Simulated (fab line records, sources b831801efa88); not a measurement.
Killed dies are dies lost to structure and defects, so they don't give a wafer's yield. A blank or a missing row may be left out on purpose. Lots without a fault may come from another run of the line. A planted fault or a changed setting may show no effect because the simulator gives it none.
Problem report in the 8D (eight disciplines) form, filled by code | flow sky130 | the parts of the form that need people (team, actions taken, sign-off) are left out

1. THE PROBLEM
beam_energy_keV at SKY_GATE_OXIDE_IMPLANT_11 reads a mean of 9.138 on 6 wafers of 2 lots; wafers without a fault read 10.000 with a standard deviation of 0.0028. That is -99 or more standard deviations from the usual mean.
First seen on wafer L393.1, day 19 09:09, on implanter-03. The record holds 42 wafers of 14 lots with a number at this step. Rule for "out", or "out of limits": more than 4 standard deviations from the usual mean. The other wafers with a number count as sound.

2. WHAT IT IS AND WHAT IT IS NOT
question                    | is                     | is not
which readings at this step | beam_energy_keV        | end_station_pressure_torr
which lots                  | L393, L395             | L377, L378, L379, L380, L381, L383, L384, L387, L392, L394, L397, L398
which wafers of those lots  | all that have a number | -
read on which tools         | implanter-03           | implanter-02, implanter-04
when                        | from day 19 09:09      | up to then (27 sound wafers); but 9 sound wafers of L394, L397, L398 came after

3. SUSPECTS, AND WHAT RULES EACH OUT
Counting: a tool at a process step up to the reading stays a suspect if it ran every lot that is out and no sound lot after the first of them.
- implanter-03 at SKY_GATE_OXIDE_IMPLANT_11: kept. It ran every lot that is out, first L393 (day 19 09:09), and no sound lot after that; its last sound lot up to then is L387 (day 18 00:41). Its own readings are out on those wafers: beam_energy_keV.
Left after counting: implanter-03 at SKY_GATE_OXIDE_IMPLANT_11.

4. THE CAUSE (what the simulator had put in)
Process parameter drift: implanter-03, from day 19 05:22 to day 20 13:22, at SKY_GATE_OXIDE_IMPLANT_11. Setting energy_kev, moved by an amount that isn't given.
Counting left only this tool.

5. THE CHAIN OF EFFECTS, in route order
Each row: a reading whose mean over the struck wafers that have a number lies more than 3 standard deviations from the usual. Only readings for which the record gives a usual standard deviation are gone through. hours: the time from each lot's start at the first step in this table that gives one to its start at this step, as a median over the lots. sigmas: the change in usual standard deviations.
hours | step                      | reading         | usual  | on struck wafers | change | sigmas
0     | SKY_GATE_OXIDE_IMPLANT_11 | beam_energy_keV | 10.000 | 9.138            | -0.862 | -99 or more
The process steps in it:
- SKY_GATE_OXIDE_IMPLANT_11

6. WHAT WOULD HAVE CAUGHT IT SOONER
In this record the first reading out of limits was taken at day 19 09:09, 4 hours after the fault began at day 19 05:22.
